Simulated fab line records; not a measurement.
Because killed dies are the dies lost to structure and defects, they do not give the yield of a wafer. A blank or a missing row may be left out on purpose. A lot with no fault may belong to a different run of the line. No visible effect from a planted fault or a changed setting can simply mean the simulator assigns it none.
Chamber matching + flow sky130 + SKY_LI_CONTACT_CMP_24 on cmp-01 has 4 sister chambers
The step polishes, stops on PSG, t overpolish 20 s, target thk 0 nm. 14 wafers are shown with their chamber, then 6 later ones without.

WAFERS PAIRED WITH THEIR CHAMBERS
| wafer  | chamber | motorCurrentA (A) | timeToEndpointS (s) | headPressurePsi (psi) |
|--------|---------|-------------------|---------------------|-----------------------|
| L243.1 | 1       | 13.1              | 92                  | 3.496                 |
| L243.3 | 0       | 10.4              | 98                  | 3.502                 |
| L243.4 | 3       | 10.2              | 98                  | 3.493                 |
| L246.4 | 3       | 10.7              | 110                 | 3.502                 |
| L246.5 | 1       | 13.1              | 89                  | 3.495                 |
| L254.1 | 0       | 10.2              | 90                  | 3.506                 |
| L254.3 | 2       | 10.8              | 92                  | 3.502                 |
| L254.6 | 2       | 10.4              | 90                  | 3.504                 |
| L257.3 | 0       | 10.3              | 97                  | 3.498                 |
| L257.5 | 1       | 13.2              | 92                  | 3.505                 |
| L257.6 | 0       | 10.1              | 96                  | 3.490                 |
| L262.3 | 2       | 10.5              | 97                  | 3.493                 |
| L262.5 | 3       | 10.7              | 98                  | 3.498                 |
| L262.6 | 0       | 10.5              | 98                  | 3.502                 |

SIGNATURES, as means of the wafers listed above
| reading         | chamber 0 | chamber 1 | chamber 2 | chamber 3 | scatter within a chamber |
|-----------------|-----------|-----------|-----------|-----------|--------------------------|
| motorCurrentA   | 10.300    | 13.133    | 10.567    | 10.533    | 0.19                     |
| timeToEndpointS | 95.80     | 91.00     | 93.00     | 102.00    | 4.16                     |
| headPressurePsi | 3.49960   | 3.49867   | 3.49967   | 3.49767   | 0.00563                  |
Rule: for a wafer and a chamber, the distance is found by dividing, reading by reading, the gap between the wafer's reading and the chamber's mean by the reading's scatter, squaring, summing and taking the root. If the next closest chamber is less than 2 further off than the closest, the wafer can't be placed; otherwise it belongs to the closest. How the scatter is found: for the shown wafers, subtract from each reading the mean of its chamber, square and add these, divide the total by (wafers less chambers), then take the root.

WAFERS MISSING THEIR CHAMBER
| wafer  | motorCurrentA (A) | timeToEndpointS (s) | headPressurePsi (psi) |
|--------|-------------------|---------------------|-----------------------|
| L263.2 | 12.4              | 94                  | 3.507                 |
| L263.4 | 10.7              | 100                 | 3.507                 |
| L263.6 | 9.6               | 98                  | 3.490                 |
| L264.1 | 10.9              | 100                 | 3.499                 |
| L264.3 | 10.4              | 107                 | 3.507                 |
| L264.4 | 9.8               | 104                 | 3.498                 |

THE CHAMBER EACH PASSED THROUGH
| wafer  | from the rows above          | in truth |
|--------|------------------------------|----------|
| L263.2 | 1                            | 1        |
| L263.4 | can't be placed: 3 or 2 or 0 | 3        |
| L263.6 | can't be placed: 0 or 3 or 2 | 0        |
| L264.1 | can't be placed: 3 or 2 or 0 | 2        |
| L264.3 | can't be placed: 3 or 0 or 2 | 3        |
| L264.4 | can't be placed: 0 or 3 or 2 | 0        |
1 of 6 placed correctly. Cannot be placed on the basis of these rows: 5; the candidates contain the true chamber in 5. Placed wrongly: 0.
